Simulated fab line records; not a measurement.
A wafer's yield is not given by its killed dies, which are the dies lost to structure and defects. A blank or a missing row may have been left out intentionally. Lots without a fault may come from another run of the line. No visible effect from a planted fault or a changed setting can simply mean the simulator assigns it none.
Matching of chambers -- flow gf180mcu -- pecvd-03 running GF_SAB_CVD_00: 3 sister chambers
The step deposits SiO2 from TEOS, target thk 50 nm, time 4.9302 s. 6 wafers are shown with their chamber, then 7 later ones without.

EACH WAFER AND ITS CHAMBER
wafer,chamber,heater_power_w (W)
L180.5,2,748
L184.1,2,643
L190.5,0,647
L190.6,1,766
L191.1,0,592
L191.2,1,698

WAFERS WHOSE CHAMBER IS MISSING
wafer,heater_power_w (W)
L191.6,596
L193.2,678
L193.3,808
L193.5,817
L195.2,736
L195.5,741
L195.6,700

EACH ONE'S CHAMBER
wafer,from the rows above,in truth
L191.6,can't be placed: 0 or 2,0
L193.2,can't be placed: 2 or 1 or 0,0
L193.3,can't be placed: 1 or 2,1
L193.5,can't be placed: 1 or 2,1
L195.2,can't be placed: 1 or 2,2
L195.5,can't be placed: 1 or 2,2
L195.6,can't be placed: 2 or 1 or 0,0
0 of 7 placed correctly. Not placeable from these rows: 7 (in 7, the candidates include the true chamber). Number placed wrongly: 0.
How it was worked out, from the rows above alone: a wafer's distance from a chamber is the root of the sum, over the readings, of the square of ((its reading less the chamber's mean) divided by the reading's scatter). If the next closest chamber is less than 2 further off than the closest, the wafer can't be placed; otherwise it belongs to the closest. The mean given for a chamber averages the wafers shown for that chamber. The scatter: the root of (the sum of the squares of (reading less its chamber's mean) over the shown wafers, divided by (wafers less chambers)).
